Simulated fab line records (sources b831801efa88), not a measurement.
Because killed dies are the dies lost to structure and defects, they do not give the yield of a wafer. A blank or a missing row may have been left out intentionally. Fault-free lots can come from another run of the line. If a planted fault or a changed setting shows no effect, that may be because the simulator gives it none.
2 desks looking at one fault + flow gf180mcu + every desk sees just its own numbers, and what lay behind them comes last

AT THE METROLOGY DESK
What the gauges read for every lot (on any tool): the sampled wafers with a number, averaged. A lot is out of limits, marked OUT, if its mean lies more than 4 standard deviations from the usual mean; the brackets give that distance.
Columns: A = STI_OXIDATION_02_THK at GF_STI_THK_MEAS_30, usual 10.12 nm; B = DUAL_GATE_OVL at GF_DUAL_GATE_OVL_MEAS_11, usual 0.5 nm; C = HV_LDD_01_OVL at GF_HV_LDD_OVL_MEAS_20, usual -1.4 nm
| lot  | first seen here | A               | B    | C    |
|------|-----------------|-----------------|------|------|
| L867 | day 2 16:34     | 10.06           | -1.2 | 0.0  |
| L868 | day 2 21:23     | 10.38           | 2.3  | -2.1 |
| L869 | day 3 02:44     | 10.63           | 1.4  | -1.7 |
| L870 | day 3 09:30     | 10.10           | -0.5 | -2.5 |
| L871 | day 3 13:27     | 10.04           | 2.2  | -1.8 |
| L872 | day 3 17:10     | 14.33 (+19) OUT | -0.5 | -1.8 |
| L875 | day 4 10:55     | 14.23 (+19) OUT | -0.5 | -2.1 |
| L878 | day 5 01:03     | 9.93            | -0.1 | -0.8 |
| L879 | day 5 04:18     | 9.89            | -1.8 | 0.0  |
| L881 | day 5 17:03     | 9.99            | 1.9  | 1.1  |
| L884 | day 6 09:09     | 9.78            | 1.8  | -0.6 |
| L885 | day 6 12:55     | 10.19           | 1.4  | -1.1 |
This desk reports L872, L875 out of limits; the earliest was L872 at day 3 17:10 (STI_OXIDATION_02_THK at GF_STI_THK_MEAS_30). Within limits: L867, L868, L869, L870, L871, L878, L879, L881, L884, L885.

DESK OF THE TOOL OWNER: furnace-02
The tool's own readings at GF_STI_OXIDATION_29 (stabilise 600 s, purge 300 s, target thk 10 nm): means of the sampled wafers that have a number, for each lot that ran on this tool. A lot is out of limits, marked OUT, if its mean lies more than 4 standard deviations from the usual mean; the brackets give that distance. Of its 8 readings 7 are shown: the one that was out of limits first, and those that lie furthest out on some lot.
Columns: A = spike-tc-bottom-C at GF_STI_OXIDATION_29, usual 919 C; B = spike-tc-centre-C at GF_STI_OXIDATION_29, usual 900.2 C; C = spike-tc-lower-C at GF_STI_OXIDATION_29, usual 901.1 C; D = spike-tc-top-C at GF_STI_OXIDATION_29, usual 912.7 C; E = spike-tc-upper-C at GF_STI_OXIDATION_29, usual 899.6 C; F = zone-power-bottom-pct at GF_STI_OXIDATION_29, usual 27.2 %; G = zone-power-top-pct at GF_STI_OXIDATION_29, usual 31.1 %
| lot  | first seen here | A              | B               | C               | D               | E               | F               | G    |
|------|-----------------|----------------|-----------------|-----------------|-----------------|-----------------|-----------------|------|
| L868 | day 2 19:58     | 915            | 900.1           | 901.2           | 915.7           | 900.1           | 27.9            | 31.9 |
| L869 | day 3 01:20     | 917            | 899.2           | 900.7           | 914.9           | 900.5           | 28.0            | 32.0 |
| L872 | day 3 15:46     | 948 (+8.8) OUT | 932.1 (+21) OUT | 932.3 (+35) OUT | 947.3 (+16) OUT | 933.0 (+30) OUT | 30.0 (+5.4) OUT | 34.1 |
| L875 | day 4 09:31     | 948 (+8.8) OUT | 932.1 (+21) OUT | 934.5 (+38) OUT | 948.2 (+17) OUT | 932.8 (+30) OUT | 30.5 (+6.3) OUT | 34.0 |
This desk finds L872, L875 out of limits, L872 being first, at day 3 15:46 (spike-tc-bottom-C at GF_STI_OXIDATION_29). Within limits: L868, L869.

ALL TOGETHER
The tool owner's desk could have raised an alarm at day 3 15:46, on L872, L875.
The metrology desk could have raised an alarm at day 3 17:10, on L872, L875.
Of the lots named, all ran GF_STI_OXIDATION_29 on furnace-02.

WHAT THE SIMULATOR HAD INSERTED
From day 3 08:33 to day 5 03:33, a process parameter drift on furnace-02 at GF_STI_OXIDATION_29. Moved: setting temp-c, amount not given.
Struck lots among those shown: L872, L875.
Counting hours from when the fault started, the first reading out of limits came at 7 for the tool owner's desk and at 9 for the metrology desk.
